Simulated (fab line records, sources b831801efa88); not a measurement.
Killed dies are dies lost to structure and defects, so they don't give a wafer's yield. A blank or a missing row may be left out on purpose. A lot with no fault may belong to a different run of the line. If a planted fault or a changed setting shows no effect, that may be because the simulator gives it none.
Problem report in the 8D (eight disciplines) form, filled by code -- flow sfq-line -- the parts of the form that need people (team, actions taken, sign-off) are left out

1. WHAT IS WRONG
A mean of 62.73 W is read at SFQ_TRILAYER_I3_VIA_BARC_OPEN_VIA_ETCH_121 for bias-w, taken on 1 wafer of 1 lot, against 80.01 W (standard deviation 0.24) on wafers free of any fault. That puts it -72 standard deviations away from the usual mean.
The step: etches BARC in O2, target depth 125 nm, time 41.7 s.
Seen first at day 49 08:27 on rie-diel-04, wafer L290.2. The record holds 15 wafers of 5 lots with a number at this step. Rule for "out" (also "out of limits"): further than 4 standard deviations from the usual mean. All remaining wafers that have a number are taken as sound.

2. WHAT IT IS; WHAT IT IS NOT
question,is,is not
which readings at this step,bias-w,drypump-motor-current-A
which lots,L290,"L277, L279, L282, L288"
which wafers of those lots,L290.2,"L290.1, L290.4"
read on which tools,rie-diel-04,rie-diel-02
when,from day 49 08:27,up to then (14 sound wafers)

3. SUSPECTS, AND WHAT RULES EACH OUT
Counting: any tool at a process step up to the reading remains a suspect provided it ran every lot that is out. Sound lots after the first of them don't rule it out here, since some wafers of a struck lot are sound.
- pecvd-03 at SFQ_TRILAYER_I3_DEP_PECVD_081 (deposits SiO2 from SiH4/N2O, time 111.11 s, target thk 500 nm): kept. The lot that is out, L290, ran on it at day 48 04:43; the last sound lot it ran before that was L288, at day 48 02:19.
- cmp-01 at SFQ_TRILAYER_I3_CMP_CMP_082 (polishes SiO2): kept. The lot that is out, L290, ran on it at day 48 08:59; the last sound lot it ran before that was L279, at day 40 03:11.
- film-metro-04 at SFQ_TRILAYER_I3_METRO_MEASURE_083: kept. The lot that is out, L290, ran on it at day 48 12:07; the last sound lot it ran before that was L282, at day 47 15:37.
- rie-diel-04 at SFQ_TRILAYER_I3_VIA_BARC_OPEN_VIA_ETCH_121 (etches BARC in O2, target depth 125 nm, time 41.7 s): kept. The lot that is out, L290, ran on it at day 49 08:27; the last sound lot it ran before that was L279, at day 40 10:57. Out on those wafers are its own readings of bias-w.
- Within pecvd-03 at SFQ_TRILAYER_I3_DEP_PECVD_081, the wafers that are out were processed in chamber 1 and their sound lot-mates in chamber 2.
- Within cmp-01 at SFQ_TRILAYER_I3_CMP_CMP_082: the wafers that are out ran in chamber 2; their sound lot-mates ran in chambers 0, 3.
- Within rie-diel-04 at SFQ_TRILAYER_I3_VIA_BARC_OPEN_VIA_ETCH_121: the wafers that are out ran in chamber 1; their sound lot-mates ran in chambers 0, 2.
Left after counting: pecvd-03 at SFQ_TRILAYER_I3_DEP_PECVD_081, cmp-01 at SFQ_TRILAYER_I3_CMP_CMP_082, film-metro-04 at SFQ_TRILAYER_I3_METRO_MEASURE_083, rie-diel-04 at SFQ_TRILAYER_I3_VIA_BARC_OPEN_VIA_ETCH_121.

4. THE CAUSE (what the simulator had put in)
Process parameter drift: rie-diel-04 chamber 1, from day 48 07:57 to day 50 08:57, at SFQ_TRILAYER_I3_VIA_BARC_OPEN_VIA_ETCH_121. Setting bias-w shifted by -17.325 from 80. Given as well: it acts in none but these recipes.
This tool is one of the 4 suspects left after counting.

5. THE EFFECT CHAIN, in route order
Rows list readings where the struck wafers' mean (over those with a number) sits beyond 3 standard deviations from the usual. Readings are gone through only where the record gives a usual standard deviation; hours: the median, over the lots, of the time from a lot's start at the first step in this table giving one to that lot's start at this step; sigmas: the change measured in usual standard deviations.
hours,step,reading,usual,on struck wafers,change,sigmas
0,SFQ_TRILAYER_I3_VIA_BARC_OPEN_VIA_ETCH_121,bias-w,80.01 W,62.73,-17.28,-72
It contains these process steps:
- SFQ_TRILAYER_I3_VIA_BARC_OPEN_VIA_ETCH_121: etches BARC in O2, target depth 125 nm, time 41.7 s.

6. HOW IT WOULD HAVE BEEN CAUGHT EARLIER
In this record no reading fell out of limits until day 49 08:27, 24 hours after the fault had begun at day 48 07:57.
